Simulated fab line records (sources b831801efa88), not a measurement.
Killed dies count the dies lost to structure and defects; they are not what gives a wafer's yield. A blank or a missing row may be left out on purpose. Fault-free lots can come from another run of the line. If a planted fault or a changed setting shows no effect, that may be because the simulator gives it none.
Tool commonality check :: flow sky130 :: 36 wafers sampled across 12 lots

== WHY IT WAS OPENED ==
Of 12 lots, 2 have the reading GATE_OXIDE_OXIDATION_00_THK flagged at SKY_GATE_OXIDE_THK_MEAS_02. No-fault wafers: 10.24 nm, standard deviation 0.26.
Rule: a lot is flagged in two cases, either no wafer of it has a number, or all its wafers with numbers fall more than 4 standard deviations from that mean. All remaining lots are regarded as sound.

lot: L186
measured: day 13 06:29
on: film metro-02
GATE_OXIDE_OXIDATION_00_THK (nm), wafer by wafer: 9.93 9.84 9.86
flag: 

lot: L187
measured: day 13 10:53
on: film metro-03
GATE_OXIDE_OXIDATION_00_THK (nm), wafer by wafer: 10.21 10.32 9.90
flag: 

lot: L188
measured: day 13 18:32
on: film metro-01
GATE_OXIDE_OXIDATION_00_THK (nm), wafer by wafer: 10.31 10.53 10.42
flag: 

lot: L189
measured: day 15 10:31
on: film metro-01
GATE_OXIDE_OXIDATION_00_THK (nm), wafer by wafer: 10.49 10.64 10.74
flag: 

lot: L197
measured: day 17 00:35
on: film metro-01
GATE_OXIDE_OXIDATION_00_THK (nm), wafer by wafer: 2.88 2.80 2.78
flag: FLAGGED

lot: L198
measured: day 18 00:22
on: film metro-01
GATE_OXIDE_OXIDATION_00_THK (nm), wafer by wafer: 3.08 2.90 2.98
flag: FLAGGED

lot: L199
measured: day 18 21:05
on: film metro-03
GATE_OXIDE_OXIDATION_00_THK (nm), wafer by wafer: 10.16 10.30 10.09
flag: 

lot: L202
measured: day 19 10:50
on: film metro-01
GATE_OXIDE_OXIDATION_00_THK (nm), wafer by wafer: 10.08 9.98 9.95
flag: 

lot: L201
measured: day 19 10:52
on: film metro-03
GATE_OXIDE_OXIDATION_00_THK (nm), wafer by wafer: 10.02 9.99 10.02
flag: 

lot: L200
measured: day 19 10:53
on: film metro-01
GATE_OXIDE_OXIDATION_00_THK (nm), wafer by wafer: 10.14 10.21 10.34
flag: 

lot: L206
measured: day 20 21:35
on: film metro-03
GATE_OXIDE_OXIDATION_00_THK (nm), wafer by wafer: 10.18 10.31 10.44
flag: 

lot: L207
measured: day 21 05:24
on: film metro-01
GATE_OXIDE_OXIDATION_00_THK (nm), wafer by wafer: 10.36 10.30 10.31
flag: 
The numbers of the flagged lots are 2.90 nm on average: -7.34 nm against the usual, or -28 standard deviations.

== WHICH TOOL EACH LOT WENT THROUGH ==
The record holds 1 process step before the reading, out of a route of 708 steps. Read each cell as the tool, then ch plus the chambers that the sampled wafers visited, then the start.
lot: L186
flag: 
SKY_GATE_OXIDE_OXIDATION_01: furnace-02 ch 0, day 13 05:04

lot: L187
flag: 
SKY_GATE_OXIDE_OXIDATION_01: furnace-02 ch 0, day 13 09:28

lot: L188
flag: 
SKY_GATE_OXIDE_OXIDATION_01: furnace-01 ch 0, day 13 17:08

lot: L189
flag: 
SKY_GATE_OXIDE_OXIDATION_01: furnace-01 ch 0, day 15 09:06

lot: L197
flag: FLAGGED
SKY_GATE_OXIDE_OXIDATION_01: furnace-01 ch 0, day 16 23:10

lot: L198
flag: FLAGGED
SKY_GATE_OXIDE_OXIDATION_01: furnace-01 ch 0, day 17 22:58

lot: L199
flag: 
SKY_GATE_OXIDE_OXIDATION_01: furnace-02 ch 0, day 18 19:40

lot: L202
flag: 
SKY_GATE_OXIDE_OXIDATION_01: furnace-02 ch 0, day 19 09:25

lot: L201
flag: 
SKY_GATE_OXIDE_OXIDATION_01: furnace-02 ch 0, day 19 09:25

lot: L200
flag: 
SKY_GATE_OXIDE_OXIDATION_01: furnace-02 ch 0, day 19 09:25

lot: L206
flag: 
SKY_GATE_OXIDE_OXIDATION_01: furnace-02 ch 0, day 20 20:11

lot: L207
flag: 
SKY_GATE_OXIDE_OXIDATION_01: furnace-01 ch 0, day 21 03:59
These steps, and what they do:
- SKY_GATE_OXIDE_OXIDATION_01: stabilise 600 s, purge 300 s, target thk 10.268 nm.
- SKY_GATE_OXIDE_THK_MEAS_02

== FLAGGED OVER TOTAL, TOOL BY TOOL (the gauges that took the reading come last) ==
step: SKY_GATE_OXIDE_OXIDATION_01
tool: furnace-01
lots run: 5
flagged: 2
share of the flagged lots: all
sound lots run after its first flagged lot: 1 (L207)

step: SKY_GATE_OXIDE_OXIDATION_01
tool: furnace-02
lots run: 7
flagged: 0
share of the flagged lots: none
sound lots run after its first flagged lot: -

step: SKY_GATE_OXIDE_THK_MEAS_02
tool: film metro-01
lots run: 7
flagged: 2
share of the flagged lots: all
sound lots run after its first flagged lot: 3 (L202,L200,L207)

step: SKY_GATE_OXIDE_THK_MEAS_02
tool: film metro-02
lots run: 1
flagged: 0
share of the flagged lots: none
sound lots run after its first flagged lot: -

step: SKY_GATE_OXIDE_THK_MEAS_02
tool: film metro-03
lots run: 4
flagged: 0
share of the flagged lots: none
sound lots run after its first flagged lot: -

== THE TABLE: WHAT IT ALLOWS ==
Table rows that saw every flagged lot: 2, namely furnace-01 at SKY_GATE_OXIDE_OXIDATION_01 and film metro-01 at SKY_GATE_OXIDE_THK_MEAS_02.
- furnace-01 at SKY_GATE_OXIDE_OXIDATION_01 ran 5 lots, 2 of them flagged. After the first flagged lot (L207), sound lots still ran on it; a lasting fault on the whole tool would not permit that. Its own readings lie more than 4 standard deviations out on every wafer of the flagged lots: spike tc bottom C, spike tc centre C, spike tc lower C, spike tc top C, spike tc upper C, tube center temp C, tube_center_temp_C_max, zone power lower pct, zone power top pct.
- film metro-01 at SKY_GATE_OXIDE_THK_MEAS_02 ran 7 lots, 2 of them flagged. After the first flagged lot (L202, L200, L207), sound lots still ran on it; a lasting fault on the whole tool would not permit that.
There is no row in the table that ran each flagged lot and no sound lot after the first.

== WHAT WAS PUT IN BY THE SIMULATOR ==
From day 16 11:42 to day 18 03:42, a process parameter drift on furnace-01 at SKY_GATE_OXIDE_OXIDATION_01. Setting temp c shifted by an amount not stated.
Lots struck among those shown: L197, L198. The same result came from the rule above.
